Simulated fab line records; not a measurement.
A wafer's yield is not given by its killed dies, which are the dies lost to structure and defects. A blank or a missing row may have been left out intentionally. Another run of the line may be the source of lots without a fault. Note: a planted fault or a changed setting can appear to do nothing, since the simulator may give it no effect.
Which of the tools did it? || flow gf180mcu || 7 lots with 21 wafers sampled at 3 steps, on a route of 602 steps

## WHAT THE GAUGES READ, wafer by wafer
GF_VT_IMPLANT_TW_MEAS_10.
{"lot": "L818", "measured": "day 5 20:07", "on": "film-metro-02", "VT_IMPLANT_TW": "565 563 560"}
{"lot": "L820", "measured": "day 6 06:38", "on": "film-metro-02", "VT_IMPLANT_TW": "563 563 566"}
{"lot": "L822", "measured": "day 6 19:03", "on": "film-metro-01", "VT_IMPLANT_TW": "575 578 580"}
{"lot": "L824", "measured": "day 7 11:38", "on": "film-metro-01", "VT_IMPLANT_TW": "583 584 585"}
{"lot": "L826", "measured": "day 7 22:05", "on": "film-metro-03", "VT_IMPLANT_TW": "557 557 558"}
{"lot": "L833", "measured": "day 10 05:34", "on": "film-metro-03", "VT_IMPLANT_TW": "559 557 558"}
{"lot": "L836", "measured": "day 10 19:47", "on": "film-metro-01", "VT_IMPLANT_TW": "579 578 576"}

## WHAT TOOL EACH LOT RAN ON (gives the tool, then ch and the chambers of the sampled wafers, and finally the start)
{"lot": "L818", "GF_NWELL_IMPLANT_09": "implanter-04 ch 0, day 3 13:28", "GF_LVPWELL_STRIP_10": "plasma-asher-02 ch 0,1, day 4 03:02"}
{"lot": "L820", "GF_NWELL_IMPLANT_09": "implanter-04 ch 0, day 3 23:14", "GF_LVPWELL_STRIP_10": "plasma-asher-01 ch 0,1, day 4 13:14"}
{"lot": "L822", "GF_NWELL_IMPLANT_09": "implanter-01 ch 0, day 4 10:11", "GF_LVPWELL_STRIP_10": "plasma-asher-01 ch 0,1, day 5 00:11"}
{"lot": "L824", "GF_NWELL_IMPLANT_09": "implanter-04 ch 0, day 5 00:23", "GF_LVPWELL_STRIP_10": "plasma-asher-01 ch 0,1, day 5 14:35"}
{"lot": "L826", "GF_NWELL_IMPLANT_09": "implanter-03 ch 0, day 5 10:29", "GF_LVPWELL_STRIP_10": "plasma-asher-02 ch 0,1, day 6 00:41"}
{"lot": "L833", "GF_NWELL_IMPLANT_09": "implanter-01 ch 0, day 7 09:02", "GF_LVPWELL_STRIP_10": "plasma-asher-02 ch 0,1, day 8 01:41"}
{"lot": "L836", "GF_NWELL_IMPLANT_09": "implanter-01 ch 0, day 7 20:40", "GF_LVPWELL_STRIP_10": "plasma-asher-02 ch 0,1, day 8 13:31"}
- GF_NWELL_IMPLANT_09
- GF_LVPWELL_STRIP_10: strips in O2/N2.

## THE ANSWER, worked out from the rows above alone
Rule: what is usual is taken from the lots themselves. Put in order of their means at a reading, lots are off if they are a third of the lots or fewer, leave a main group of 4 or more, and stand apart from it by a gap of 3 or more times the standard deviation of the main group's means; of several such gaps the widest counts. A main group whose means are all the same, to the digits that the tables above print for the reading, isn't used. A lot without any number at a reading at which 4 lots or more have one is off too. Any other lot the step has rows for is counted as sound.
No lot is off on any of the readings shown, so nothing can be concluded from this.

## WHAT THE SIMULATOR HAD INSERTED
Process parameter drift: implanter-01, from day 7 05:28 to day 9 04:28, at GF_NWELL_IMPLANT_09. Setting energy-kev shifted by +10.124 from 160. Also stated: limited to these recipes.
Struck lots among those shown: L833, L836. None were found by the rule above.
